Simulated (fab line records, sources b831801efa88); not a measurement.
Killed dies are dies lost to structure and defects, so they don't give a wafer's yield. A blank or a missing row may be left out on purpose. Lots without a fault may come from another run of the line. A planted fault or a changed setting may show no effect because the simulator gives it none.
fab line records | flow sky130 | part 2 of 2: steps 35 to 46 of 46
record lots=5 wafers=15 last_day=50
route steps=708 shown VT_ADJUST_HVTR@131 VT_ADJUST_PCH@143 SONOS_TUNNEL@154 SONOS_ONO@168
lots that met no fault: from a run of the same line without faults
start_h: hours from the record's first day to the start of the lot's first wafer shown | wait_h: hours since the lot's step before | " the same as in the row above | L1.1+2: a row that stands for several wafers | - no value, or no start given | * or withheld: withheld | < > ~ a bound
route shown NAME@n: a module of which the file shows steps, and the number in the route of the first | usual: mean/standard deviation of fault-free wafers | same: alike in all rows | chamber/n: place in a boat | sites: the reading at each site | _std_site: their standard deviation | _edge_site: outer sites' mean less inner sites' | radius_mm: how far each site lies from the wafer's centre | mask NAME#n: copy n | behind: the tool/chamber that last shaped the wafer | hold: why the lot was held/for how many hours/how that ended | device: the transistor (n, p or np) that didn't switch | end of line: the same wafers' tests at the end of the route | a step without rows: its recipe alone | killed: dies lost to structure and defects at the first sort, not the wafer's yield | map: a wafer's dies, x killed, . not, _ none there
set.NAME: the setting as run; set.NAME@STEP: as run at that earlier step | model.NAME: the simulator's own value behind a step, which no gauge read
lots at some steps of the route; a table a step, a row a wafer
services: from which hour (start_h, from the record's first day; less than 0 if before it) a tool's chamber was out of use, for how many hours, and why
## steps
# step SKY_SONOS_TUNNEL_STRIP_11
# recipe chemistry=SPM time_s=600 temp_c=130
# usual bath_guard_temp_C=130.3/0.62 temp_c=129.99/0.15
# columns lot.wafer tool chamber start_h wait_h bath_guard_temp_C temp_c
L076.3 wet_bench-03 3 265.30 0.0 130.9 129.97
L076.5 " 3 " " 131.0 129.99
L076.6 " 3 " " 130.4 130.10
L085.1 wet_bench-02 1 335.93 0.0 130.3 129.59
L085.4 " 1 " " 130.5 129.77
L085.6 " 1 " " 130.2 129.89
L088.2 wet_bench-02 2 364.74 0.0 129.7 130.11
L088.4 " 2 " " 129.2 129.86
L088.5 " 2 " " 129.1 129.89
L094.2 wet_bench-04 2 415.37 0.0 130.3 129.85
L094.3 " 2 " " 130.0 129.67
L094.6 " 2 " " 130.4 129.82
L097.2 wet_bench-02 0 433.20 0.0 130.7 130.31
L097.3 " 0 " " 130.2 129.92
L097.6 " 0 " " 130.6 130.15
# step SKY_SONOS_TUNNEL_TW_MEAS_12
# usual SONOS_TUNNEL_TW=197.5/1.3
# columns lot.wafer tool chamber start_h wait_h SONOS_TUNNEL_TW
L076.3 film_metro-02 - 265.51 0.0 199.3
L076.5 " - " " 198.2
L076.6 " - " " 199.0
L085.1 film_metro-01 - 336.12 0.0 195.0
L085.4 " - " " 195.6
L085.6 " - " " 195.3
L088.2 film_metro-01 - 364.93 0.0 197.2
L088.4 " - " " 196.6
L088.5 " - " " 196.7
L094.2 film_metro-03 - 415.55 0.0 198.2
L094.3 " - " " 197.8
L094.6 " - " " 198.9
L097.2 film_metro-01 - 433.42 0.0 197.6
L097.3 " - " " 196.4
L097.6 " - " " 196.4
# step SKY_SONOS_TUNNEL_CLEAN_13
# recipe chemistry=dHF time_s=20 dilution=100:1 dry=ipa_marangoni
# columns lot.wafer tool chamber start_h wait_h
L076.3+5+6 wet_bench-04 1 265.55 0.0
L085.1+4+6 wet_bench-03 3 336.18 0.1
L088.2+4+5 wet_bench-03 1 364.98 0.0
L094.2+3+6 wet_bench-03 0 415.60 0.0
L097.2+3+6 wet_bench-03 3 433.47 0.0
# step SKY_SONOS_ONO_OXIDATION_00
# recipe temp_c=800 ambient=O2 idle_temp_c=700 ramp_up_c_per_min=10 ramp_down_c_per_min=3 stabilise_s=600 purge_s=300 target_thk_a=26 ox_time_s=1249
# usual spike_tc_upper_C=800.7/1.1
# columns lot.wafer tool chamber start_h wait_h spike_tc_upper_C
L076.3 furnace-01 0 268.57 3.0 800.7
L076.5 " 0 " " 798.7
L076.6 " 0 " " 800.4
L085.1 furnace-02 0 337.21 1.0 799.5
L085.4 " 0 " " 800.1
L085.6 " 0 " " 802.1
L088.2 furnace-02 0 365.48 0.5 801.2
L088.4 " 0 " " 801.6
L088.5 " 0 " " 799.2
L094.2 furnace-01 0 420.30 4.7 799.3
L094.3 " 0 " " 801.3
L094.6 " 0 " " 801.0
L097.2 furnace-01 0 434.27 0.8 801.4
L097.3 " 0 " " 799.3
L097.6 " 0 " " 801.2
# step SKY_SONOS_ONO_THK_MEAS_01
# recipe reads=SiO2_of_SONOS_ONO_OXIDATION_00
# usual SONOS_ONO_OXIDATION_THK=2.60/0.057
# columns lot.wafer tool chamber start_h wait_h SONOS_ONO_OXIDATION_THK[nm]
L076.3 film_metro-02 - 269.93 0.0 2.57
L076.5 " - " " 2.61
L076.6 " - " " 2.60
L085.1 film_metro-01 - 338.56 0.0 2.67
L085.4 " - " " 2.62
L085.6 " - " " 2.68
L088.2 film_metro-01 - 366.84 0.0 2.62
L088.4 " - " " 2.61
L088.5 " - " " 2.57
L094.2 film_metro-01 - 421.66 0.0 2.58
L094.3 " - " " 2.59
L094.6 " - " " 2.57
L097.2 film_metro-02 - 435.62 0.0 2.69
L097.3 " - " " 2.69
L097.6 " - " " 2.61
# step SKY_SONOS_ONO_CVD_02
# recipe material=Si3N4 precursor=DCS/NH3 target_thk_nm=10.5 temp_c=770 time_s=180 pressure_mtorr=250
# usual spike_tc_upper_C=768.8/0.97
# columns lot.wafer tool chamber start_h wait_h spike_tc_upper_C
L076.3 lpcvd-02 0 270.41 0.5 768.5
L076.5 " 0 " " 768.4
L076.6 " 0 " " 767.8
L085.1 lpcvd-02 0 339.06 0.5 769.1
L085.4 " 0 " " 766.9
L085.6 " 0 " " 768.9
L088.2 lpcvd-02 1 366.89 0.0 768.1
L088.4 " 1 " " 768.6
L088.5 " 1 " " 767.0
L094.2 lpcvd-02 1 422.21 0.5 768.4
L094.3 " 1 " " 769.9
L094.6 " 1 " " 767.3
L097.2 lpcvd-02 1 438.33 2.7 769.6
L097.3 " 1 " " 767.7
L097.6 " 1 " " 766.6
# step SKY_SONOS_ONO_THK_MEAS_03
# recipe reads=Si3N4_of_SONOS_ONO_CVD_02
# usual SONOS_ONO_CVD_02_THK=10.53/0.15
# columns lot.wafer tool chamber start_h wait_h SONOS_ONO_CVD_02_THK[nm]
L076.3 film_metro-01 - 271.48 0.0 10.37
L076.5 " - " " 10.47
L076.6 " - " " 10.45
L085.1 film_metro-04 - 340.11 0.0 10.53
L085.4 " - " " 10.56
L085.6 " - " " 10.38
L088.2 film_metro-01 - 368.48 0.0 10.53
L088.4 " - " " 10.57
L088.5 " - " " 10.46
L094.2 film_metro-02 - 423.27 0.0 10.50
L094.3 " - " " 10.46
L094.6 " - " " 10.56
L097.2 film_metro-02 - 439.39 0.0 10.53
L097.3 " - " " 10.66
L097.6 " - " " 10.64
# step SKY_SONOS_ONO_CVD_04
# recipe material=SiO2 precursor=SiH4/N2O target_thk_nm=5.7199 temp_c=900 pressure_mtorr=400
# usual spike_tc_upper_C=899.5/1.4
# columns lot.wafer tool chamber start_h wait_h spike_tc_upper_C
L076.3 lpcvd-03 0 271.52 0.0 900.4
L076.5 " 0 " " 899.3
L076.6 " 0 " " 901.3
L085.1 lpcvd-03 1 340.17 0.1 897.2
L085.4 " 1 " " 900.0
L085.6 " 1 " " 898.8
L088.2 lpcvd-03 1 368.53 0.0 899.2
L088.4 " 1 " " 899.8
L088.5 " 1 " " 896.7
L094.2 lpcvd-03 1 427.71 4.4 900.0
L094.3 " 1 " " 899.2
L094.6 " 1 " " 897.1
L097.2 lpcvd-03 1 443.56 4.2 899.2
L097.3 " 1 " " 899.0
L097.6 " 1 " " 898.1
# step SKY_SONOS_ONO_THK_MEAS_05
# recipe reads=SiO2_of_SONOS_ONO_CVD_04
# usual SONOS_ONO_CVD_04_THK=5.74/0.14
# columns lot.wafer tool chamber start_h wait_h SONOS_ONO_CVD_04_THK[nm]
L076.3 film_metro-04 - 272.79 0.0 5.44
L076.5 " - " " 5.54
L076.6 " - " " 5.61
L085.1 film_metro-01 - 341.42 0.0 5.64
L085.4 " - " " 5.63
L085.6 " - " " 5.76
L088.2 film_metro-02 - 370.41 0.0 5.70
L088.4 " - " " 5.72
L088.5 " - " " 5.70
L094.2 film_metro-02 - 428.97 0.0 5.94
L094.3 " - " " 6.03
L094.6 " - " " 5.92
L097.2 film_metro-04 - 444.82 0.0 5.54
L097.3 " - " " 5.58
L097.6 " - " " 5.56
# step SKY_SONOS_ONO_DEHYDRATE_06
# recipe temp_c=200 time_s=60
# columns lot.wafer tool chamber start_h wait_h
L076.3+5+6 litho_track-02 0 284.84 12.0
L085.1+4+6 litho_track-01 0 353.65 12.2
L088.2+4+5 litho_track-02 0 383.06 12.6
L094.2+3+6 litho_track-01 0 443.42 14.4
L097.2+3+6 litho_track-01 0 459.77 14.9
# step SKY_SONOS_ONO_HMDS_07
# recipe prime_time_s=60 prime_temp_c=120
# columns lot.wafer tool chamber start_h wait_h
L076.3+5+6 litho_track-02 0 284.99 0.1
L085.1+4+6 litho_track-01 0 353.80 0.1
L088.2+4+5 litho_track-02 0 383.21 0.1
L094.2+3+6 litho_track-01 0 443.57 0.1
L097.2+3+6 litho_track-01 0 459.92 0.1
# step SKY_SONOS_ONO_COAT_08
# recipe resist=NOVOLAK spin_rpm=3000 resist_thk_nm=1140
# columns lot.wafer tool chamber start_h wait_h
L076.3+5+6 litho_track-02 0 285.14 0.1
L085.1+4+6 litho_track-01 0 353.95 0.1
L088.2+4+5 litho_track-02 0 383.36 0.1
L094.2+3+6 litho_track-01 0 443.72 0.1
L097.2+3+6 litho_track-01 0 460.07 0.1
## services
# columns tool chamber start_h hours kind
furnace-01 - 194.02 3.2 pm
iline_stepper-01 - 194.69 2.1 pm
wet_bench-03 - 214.24 1.9 repair
iline_stepper-01 - 222.72 6.3 repair
lpcvd-02 - 222.73 14.6 pm
lpcvd-03 - 243.13 2.8 pm
lpcvd-03 - 247.52 0.8 repair
plasma_asher-03 - 247.85 0.8 repair
implanter-01 - 250.15 2.7 repair
plasma_asher-03 - 271.01 0.4 repair
lpcvd-03 - 273.83 6.0 pm
wet_bench-04 - 283.82 1.9 pm
implanter-01 - 325.64 3.7 repair
implanter-01 - 336.38 9.3 repair
iline_stepper-02 - 350.24 1.7 pm
furnace-01 - 361.63 4.1 pm
iline_stepper-01 - 385.45 1.7 pm
implanter-01 - 411.18 3.7 repair
lpcvd-03 - 421.60 6.1 pm
lpcvd-03 - 428.96 14.6 pm
plasma_asher-03 - 431.69 1.5 repair
implanter-01 - 432.70 6.7 repair
implanter-01 - 459.02 0.8 repair
plasma_asher-03 - 459.36 1.6 repair
